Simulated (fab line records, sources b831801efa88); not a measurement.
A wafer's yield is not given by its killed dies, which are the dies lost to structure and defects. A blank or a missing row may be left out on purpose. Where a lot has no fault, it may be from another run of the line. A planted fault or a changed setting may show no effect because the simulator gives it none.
Which of the tools did it? -- flow gf180mcu -- Sampling: 13 lots, 39 wafers, 3 of 602 route steps

## WHAT THE GAUGES SHOWED, per wafer
GF_MIM_RS_MEAS_10: a four-point-probe measurement. Usual: MIM_ALCU_RS 0.1602 ohm/sq, standard deviation 0.0016.
lot,measured,on,MIM_ALCU_RS (ohm/sq),flag
L386,day 24 20:19,film-metro-04,0.1616 0.1601 0.1635,
L387,day 25 07:00,film-metro-02,0.1605 0.1627 0.1633,
L388,day 25 11:11,film-metro-04,0.1628 0.1624 0.1613,
L389,day 25 20:28,film-metro-02,0.1596 0.1614 0.1607,
L390,day 26 01:37,film-metro-01,0.1592 0.1590 0.1590,
L397,day 28 06:57,film-metro-04,0.1615 0.1597 0.1613,
L398,day 28 11:02,film-metro-04,0.1591 0.1599 0.1597,
L399,day 28 21:43,film-metro-01,0.1615 0.1611 0.1599,
L402,day 29 13:34,film-metro-01,0.1604 0.1574 0.1597,
L404,day 30 01:49,film-metro-04,0.1605 0.1612 0.1611,
L406,day 30 16:46,film-metro-04,0.1593 0.1601 0.1590,
L407,day 30 21:48,film-metro-01,0.1620 0.1618 0.1624,
L409,day 31 11:17,film-metro-01,0.1617 0.1599 0.1594,

## WHICH TOOL RAN EACH LOT (tool, then ch and the chambers of the sampled wafers, then the start)
lot,GF_M2_SPUTTER_03,GF_MIM_SPUTTER_08
L386,"pvd-sputter-04, day 18 13:34","pvd-sputter-03, day 24 20:14"
L387,"pvd-sputter-04, day 19 00:44","pvd-sputter-04, day 25 06:56"
L388,"pvd-sputter-04, day 19 04:13","pvd-sputter-04, day 25 11:08"
L389,"pvd-sputter-04, day 19 16:51","pvd-sputter-04, day 25 20:23"
L390,"pvd-sputter-04, day 19 22:26","pvd-sputter-01, day 26 01:32"
L397,"pvd-sputter-02, day 22 12:41","pvd-sputter-04, day 28 06:53"
L398,"pvd-sputter-04, day 22 16:40","pvd-sputter-01, day 28 10:59"
L399,"pvd-sputter-04, day 23 04:06","pvd-sputter-04, day 28 21:38"
L402,"pvd-sputter-01, day 24 00:53","pvd-sputter-01, day 29 13:31"
L404,"pvd-sputter-01, day 24 15:41","pvd-sputter-04, day 30 01:42"
L406,"pvd-sputter-01, day 25 07:42","pvd-sputter-04, day 30 16:38"
L407,"pvd-sputter-01, day 25 13:54","pvd-sputter-03, day 30 21:44"
L409,"pvd-sputter-01, day 26 05:57","pvd-sputter-03, day 31 11:14"
- GF_M2_SPUTTER_03: material Ti, target thk 10 nm, time 6.7 s.
- GF_MIM_SPUTTER_08: material AlCu, target thk 200 nm, time 10.6 s.

## AS READ BY THE TOOLS THEMSELVES (means over the sampled wafers that have a number; for cases with no such wafer, the mark the record gives instead)
GF_M2_SPUTTER_03. Usual: throttle-valve-pct 30.0 %, standard deviation 0.52.
lot,tool,throttle-valve-pct (%),flag
L386,pvd-sputter-04,29.6,
L387,pvd-sputter-04,30.4,
L388,pvd-sputter-04,30.1,
L389,pvd-sputter-04,30.7,
L390,pvd-sputter-04,29.7,
L397,pvd-sputter-02,30.3,
L398,pvd-sputter-04,30.3,
L399,pvd-sputter-04,30.9,
L402,pvd-sputter-01,29.8,
L404,pvd-sputter-01,29.9,
L406,pvd-sputter-01,29.6,
L407,pvd-sputter-01,29.9,
L409,pvd-sputter-01,29.9,

GF_MIM_SPUTTER_08. Usual: throttle-valve-pct 30.0 %, standard deviation 0.61.
lot,tool,throttle-valve-pct (%),flag
L386,pvd-sputter-03,29.5,
L387,pvd-sputter-04,30.3,
L388,pvd-sputter-04,30.0,
L389,pvd-sputter-04,29.8,
L390,pvd-sputter-01,29.7,
L397,pvd-sputter-04,30.3,
L398,pvd-sputter-01,30.0,
L399,pvd-sputter-04,30.2,
L402,pvd-sputter-01,29.9,
L404,pvd-sputter-04,30.4,
L406,pvd-sputter-04,30.6,
L407,pvd-sputter-03,30.0,
L409,pvd-sputter-03,29.7,

## THE ANSWER, worked out from the rows above alone
Rule: take the mean of a lot's wafers that have a number; if it is more than 3 standard deviations from the usual mean, the lot is off. Also off: a lot with no number at a reading for which 4 or more lots have one. Where the step has rows for the other lots, those lots are counted as sound. The gauges are gone through in route order, then the tools' own readings, and for those a lot's mean is taken as printed above. The first step at which some lot is off is used, and at that step the reading that is off furthest; a lot without a number counts as furthest.
None of the lots is off at any reading shown; this tells nothing.

## WHAT THE SIMULATOR HAD INSERTED
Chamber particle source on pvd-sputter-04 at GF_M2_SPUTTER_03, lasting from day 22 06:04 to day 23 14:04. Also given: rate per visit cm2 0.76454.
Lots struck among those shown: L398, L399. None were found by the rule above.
